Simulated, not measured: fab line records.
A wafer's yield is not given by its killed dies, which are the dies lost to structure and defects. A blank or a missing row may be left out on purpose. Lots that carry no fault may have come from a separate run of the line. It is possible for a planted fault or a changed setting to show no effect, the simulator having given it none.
Chamber matching | flow sky130 | rie-diel-03 running SKY_PAD_OPEN_ETCH_07: 4 sister chambers
The step etches the open film in CF4/O2, stops on AlCu, target depth 725 nm, time 161.1 s. 4 wafers are shown with their chamber, then 7 later ones without.

EACH WAFER AND ITS CHAMBER
wafer  | chamber | drypump-motor-current-A (A)
L076.3 | 3       | 5.9
L079.6 | 1       | 6.5
L082.5 | 2       | 6.2
L088.4 | 0       | 5.1

WAFERS WITHOUT THEIR CHAMBER
wafer  | drypump-motor-current-A (A)
L088.5 | 6.2
L089.1 | 5.1
L089.2 | 6.2
L089.4 | 6.4
L090.2 | 5.1
L090.3 | 6.2
L090.6 | 5.1

WHICH CHAMBER EACH WENT THROUGH
wafer  | from the rows above | in truth
L088.5 | 2                   | 2
L089.1 | 0                   | 0
L089.2 | 2                   | 2
L089.4 | 1                   | 1
L090.2 | 0                   | 0
L090.3 | 2                   | 2
L090.6 | 0                   | 0
Correctly placed: 7 of 7. Can't be placed from these rows: 0. Placed wrongly: 0.
How it was worked out, from the rows above alone: a wafer's distance from a chamber is the root of the sum, over the readings, of the square of ((its reading less the chamber's mean) divided by the reading's scatter). If the next closest chamber is less than 2 further off than the closest, the wafer can't be placed; otherwise it belongs to the closest. Each chamber's mean is taken over the wafers shown for it. The scatter: root of mean squared gap, hidden wafer to nearest shown wafer, with one shown wafer a chamber.
